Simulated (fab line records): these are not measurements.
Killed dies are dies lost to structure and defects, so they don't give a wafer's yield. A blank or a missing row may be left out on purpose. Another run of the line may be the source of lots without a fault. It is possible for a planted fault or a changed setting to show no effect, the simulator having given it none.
Which tool did it? / flow gf180mcu / 12 lots with 36 wafers sampled at 5 steps, on a route of 602 steps

## WHAT THE GAUGES SHOWED, per wafer
GF_VT_IMPLANT_OVL_MEAS_07. Usual: for VT_IMPLANT_OVL the level is 0.0 nm and the standard deviation is 1.3.
lot=L394; measured=day 5 21:22; on=overlay-02; VT_IMPLANT_OVL (nm)=2.3 0.7 0.1; flag=
lot=L396; measured=day 6 06:44; on=overlay-01; VT_IMPLANT_OVL (nm)=-0.8 -1.1 -0.5; flag=
lot=L398; measured=day 6 19:50; on=overlay-02; VT_IMPLANT_OVL (nm)=-0.2 2.3 0.0; flag=
lot=L399; measured=day 7 00:56; on=overlay-01; VT_IMPLANT_OVL (nm)=1.6 1.0 0.1; flag=
lot=L400; measured=day 7 06:07; on=overlay-01; VT_IMPLANT_OVL (nm)=2.2 1.6 3.2; flag=
lot=L408; measured=day 9 15:02; on=overlay-01; VT_IMPLANT_OVL (nm)=-0.9 -0.5 -1.0; flag=
lot=L409; measured=day 10 01:47; on=overlay-01; VT_IMPLANT_OVL (nm)=-2.7 -2.5 -1.4; flag=
lot=L410; measured=day 10 14:49; on=overlay-01; VT_IMPLANT_OVL (nm)=-2.1 0.3 -1.0; flag=
lot=L412; measured=day 11 05:16; on=overlay-01; VT_IMPLANT_OVL (nm)=0.8 0.5 2.1; flag=
lot=L413; measured=day 11 05:55; on=overlay-01; VT_IMPLANT_OVL (nm)=1.5 -0.5 0.2; flag=
lot=L416; measured=day 11 16:11; on=overlay-02; VT_IMPLANT_OVL (nm)=-0.5 -0.8 0.4; flag=
lot=L414; measured=day 11 16:35; on=overlay-02; VT_IMPLANT_OVL (nm)=-0.8 -0.2 -1.7; flag=

GF_HV_LDD_THK_MEAS_55. Usual: for HV_LDD_CVD_54_THK the level is 9.99 nm and the standard deviation is 0.12.
lot=L394; measured=day 12 15:10; on=film metro-03; HV_LDD_CVD_54_THK (nm)=9.99 10.00 10.03; flag=
lot=L396; measured=day 13 09:41; on=film metro-02; HV_LDD_CVD_54_THK (nm)=10.14 10.16 10.09; flag=
lot=L398; measured=day 13 21:14; on=film metro-04; HV_LDD_CVD_54_THK (nm)=9.81 9.75 9.83; flag=
lot=L399; measured=day 14 02:31; on=film metro-04; HV_LDD_CVD_54_THK (nm)=10.09 10.03 10.08; flag=
lot=L400; measured=day 14 09:39; on=film metro-04; HV_LDD_CVD_54_THK (nm)=9.94 9.90 9.97; flag=
lot=L408; measured=day 17 21:48; on=film metro-03; HV_LDD_CVD_54_THK (nm)=9.96 10.00 9.99; flag=
lot=L409; measured=day 18 08:28; on=film metro-04; HV_LDD_CVD_54_THK (nm)=9.77 9.80 9.78; flag=
lot=L410; measured=day 19 04:08; on=film metro-02; HV_LDD_CVD_54_THK (nm)=9.97 10.01 10.05; flag=
lot=L412; measured=day 19 19:46; on=film metro-02; HV_LDD_CVD_54_THK (nm)=9.95 10.01 10.12; flag=
lot=L413; measured=day 20 04:19; on=film metro-03; HV_LDD_CVD_54_THK (nm)=10.19 10.09 10.11; flag=
lot=L416; measured=day 20 15:08; on=film metro-03; HV_LDD_CVD_54_THK (nm)=10.08 10.05 10.23; flag=
lot=L414; measured=day 20 16:10; on=film metro-02; HV_LDD_CVD_54_THK (nm)=9.85 10.03 9.93; flag=

GF_PSD_RS_MEAS_14: measurement is done with a four-point probe. Usual: for NSD_RS the level is 46.13 ohm/sq and the standard deviation is 0.084.
lot=L394; measured=day 14 10:29; on=film metro-04; NSD_RS (ohm/sq)=46.02 46.05 46.15; flag=
lot=L396; measured=day 15 04:28; on=film metro-01; NSD_RS (ohm/sq)=46.15 46.26 46.20; flag=
lot=L398; measured=day 15 17:24; on=film metro-01; NSD_RS (ohm/sq)=49.76 49.74 49.63; flag=OFF
lot=L399; measured=day 15 21:41; on=film metro-02; NSD_RS (ohm/sq)=46.10 46.09 46.05; flag=
lot=L400; measured=day 16 06:08; on=film metro-02; NSD_RS (ohm/sq)=49.86 49.74 49.69; flag=OFF
lot=L408; measured=day 19 22:56; on=film metro-02; NSD_RS (ohm/sq)=46.36 46.23 46.19; flag=
lot=L409; measured=day 20 09:17; on=film metro-04; NSD_RS (ohm/sq)=46.04 46.08 46.08; flag=
lot=L410; measured=day 21 05:46; on=film metro-04; NSD_RS (ohm/sq)=46.08 46.13 46.01; flag=
lot=L412; measured=day 21 21:57; on=film metro-01; NSD_RS (ohm/sq)=46.11 46.07 46.14; flag=
lot=L413; measured=day 22 06:30; on=film metro-01; NSD_RS (ohm/sq)=46.04 46.22 46.17; flag=
lot=L416; measured=day 22 16:05; on=film metro-02; NSD_RS (ohm/sq)=46.24 46.23 46.16; flag=
lot=L414; measured=day 22 17:20; on=film metro-02; NSD_RS (ohm/sq)=46.04 46.13 46.22; flag=

## TOOL THAT RAN EACH LOT (tool first, then ch and the chambers of the sampled wafers, then the start)
lot=L394; GF_NSD_IMPLANT_09=implanter-04 ch 0, day 13 13:20; GF_NSD_STRIP_11=plasma asher-01 ch 0,1, day 13 13:38
lot=L396; GF_NSD_IMPLANT_09=implanter-03 ch 0, day 14 06:55; GF_NSD_STRIP_11=plasma asher-02 ch 0,1, day 14 07:13
lot=L398; GF_NSD_IMPLANT_09=implanter-03 ch 0, day 14 19:46; GF_NSD_STRIP_11=plasma asher-01 ch 0,1, day 14 20:02
lot=L399; GF_NSD_IMPLANT_09=implanter-04 ch 0, day 15 00:42; GF_NSD_STRIP_11=plasma asher-02 ch 0,1, day 15 00:58
lot=L400; GF_NSD_IMPLANT_09=implanter-03 ch 0, day 15 08:49; GF_NSD_STRIP_11=plasma asher-03 ch 0,1, day 15 09:07
lot=L408; GF_NSD_IMPLANT_09=implanter-03 ch 0, day 18 22:37; GF_NSD_STRIP_11=plasma asher-01 ch 0,1, day 18 22:53
lot=L409; GF_NSD_IMPLANT_09=implanter-02 ch 0, day 19 09:10; GF_NSD_STRIP_11=plasma asher-02 ch 0,1, day 19 09:26
lot=L410; GF_NSD_IMPLANT_09=implanter-03 ch 0, day 20 05:53; GF_NSD_STRIP_11=plasma asher-01 ch 0,1, day 20 06:11
lot=L412; GF_NSD_IMPLANT_09=implanter-03 ch 0, day 20 21:13; GF_NSD_STRIP_11=plasma asher-03 ch 1, day 20 21:29
lot=L413; GF_NSD_IMPLANT_09=implanter-03 ch 0, day 21 06:04; GF_NSD_STRIP_11=plasma asher-02 ch 0,1, day 21 06:20
lot=L416; GF_NSD_IMPLANT_09=implanter-04 ch 0, day 21 16:14; GF_NSD_STRIP_11=plasma asher-03 ch 0,1, day 21 16:32
lot=L414; GF_NSD_IMPLANT_09=implanter-04 ch 0, day 21 17:13; GF_NSD_STRIP_11=plasma asher-03 ch 0,1, day 21 17:29
- GF_NSD_IMPLANT_09
- GF_NSD_STRIP_11: strips in O2/N2.

## AS READ BY THE TOOLS THEMSELVES (means over the sampled wafers that have a number; for cases with no such wafer, the mark the record gives instead)
GF_NSD_IMPLANT_09. Usual: beam on s 19.2 s, standard deviation 1.3; dose ions cm2 4e+15, standard deviation 3.8e+12; faraday current uA 11456, standard deviation 740.
lot=L394; tool=implanter-04; beam on s (s)=21.3; dose ions cm2=4e+15; faraday current uA=10367; flag=
lot=L396; tool=implanter-03; beam on s (s)=18.0; dose ions cm2=4e+15; faraday current uA=12110; flag=
lot=L398; tool=implanter-03; beam on s (s)=11.5; dose ions cm2=3e+15; faraday current uA=12025; flag=OFF
lot=L399; tool=implanter-04; beam on s (s)=21.7; dose ions cm2=4e+15; faraday current uA=10164; flag=
lot=L400; tool=implanter-03; beam on s (s)=11.8; dose ions cm2=3e+15; faraday current uA=11818; flag=OFF
lot=L408; tool=implanter-03; beam on s (s)=18.1; dose ions cm2=4e+15; faraday current uA=12100; flag=
lot=L409; tool=implanter-02; beam on s (s)=18.5; dose ions cm2=4e+15; faraday current uA=11806; flag=
lot=L410; tool=implanter-03; beam on s (s)=18.2; dose ions cm2=4e+15; faraday current uA=11985; flag=
lot=L412; tool=implanter-03; beam on s (s)=17.9; dose ions cm2=4e+15; faraday current uA=12212; flag=
lot=L413; tool=implanter-03; beam on s (s)=18.3; dose ions cm2=4e+15; faraday current uA=11937; flag=
lot=L416; tool=implanter-04; beam on s (s)=21.3; dose ions cm2=4e+15; faraday current uA=10282; flag=
lot=L414; tool=implanter-04; beam on s (s)=21.2; dose ions cm2=4e+15; faraday current uA=10345; flag=

GF_NSD_STRIP_11. Usual: drypump motor current A 5.7 A, standard deviation 0.47; heater power w 338 W, standard deviation 22; oes product au 0.487 a.u., standard deviation 0.005; strip time to endpoint s 22.942 s, standard deviation 0.029.
lot=L394; tool=plasma asher-01; drypump motor current A (A)=6.4; heater power w (W)=349; oes product au (a.u.)=0.485; strip time to endpoint s (s)=22.951; flag=
lot=L396; tool=plasma asher-02; drypump motor current A (A)=5.6; heater power w (W)=322; oes product au (a.u.)=0.486; strip time to endpoint s (s)=22.943; flag=
lot=L398; tool=plasma asher-01; drypump motor current A (A)=6.4; heater power w (W)=348; oes product au (a.u.)=0.509; strip time to endpoint s (s)=21.259; flag=OFF
lot=L399; tool=plasma asher-02; drypump motor current A (A)=5.4; heater power w (W)=333; oes product au (a.u.)=0.485; strip time to endpoint s (s)=22.959; flag=
lot=L400; tool=plasma asher-03; drypump motor current A (A)=5.4; heater power w (W)=330; oes product au (a.u.)=0.511; strip time to endpoint s (s)=21.212; flag=OFF
lot=L408; tool=plasma asher-01; drypump motor current A (A)=6.4; heater power w (W)=350; oes product au (a.u.)=0.482; strip time to endpoint s (s)=22.929; flag=
lot=L409; tool=plasma asher-02; drypump motor current A (A)=5.7; heater power w (W)=324; oes product au (a.u.)=0.489; strip time to endpoint s (s)=22.969; flag=
lot=L410; tool=plasma asher-01; drypump motor current A (A)=6.4; heater power w (W)=352; oes product au (a.u.)=0.486; strip time to endpoint s (s)=22.947; flag=
lot=L412; tool=plasma asher-03; drypump motor current A (A)=5.3; heater power w (W)=313; oes product au (a.u.)=0.486; strip time to endpoint s (s)=22.908; flag=
lot=L413; tool=plasma asher-02; drypump motor current A (A)=5.7; heater power w (W)=329; oes product au (a.u.)=0.489; strip time to endpoint s (s)=22.943; flag=
lot=L416; tool=plasma asher-03; drypump motor current A (A)=5.4; heater power w (W)=350; oes product au (a.u.)=0.481; strip time to endpoint s (s)=22.945; flag=
lot=L414; tool=plasma asher-03; drypump motor current A (A)=5.5; heater power w (W)=348; oes product au (a.u.)=0.492; strip time to endpoint s (s)=22.940; flag=

## THE ANSWER, worked out from the rows above alone
Rule: lot off if the mean of its wafers having a number is beyond 3 standard deviations from the usual mean. A lot without any number at a reading at which 4 lots or more have one is off too. The other lots that the step has rows for count as sound. First the gauges in route order, then the tools' own readings, where a lot's mean is used as printed above. The first step at which some lot is off is used, and at that step the reading that is off furthest; a lot without a number counts as furthest.
Off: at GF_PSD_RS_MEAS_14 (NSD_RS), L398, L400.
If a tool, at a process step before that reading, ran all the lots that are off and no sound lot after the first of them, it fits. Not tried: the gauges at GF_PSD_RS_MEAS_14; whatever is off there is also off at GF_NSD_IMPLANT_09, on other tools, and gauge error can't account for it. No candidate that was tried fits.

## WHAT THE SIMULATOR PUT IN
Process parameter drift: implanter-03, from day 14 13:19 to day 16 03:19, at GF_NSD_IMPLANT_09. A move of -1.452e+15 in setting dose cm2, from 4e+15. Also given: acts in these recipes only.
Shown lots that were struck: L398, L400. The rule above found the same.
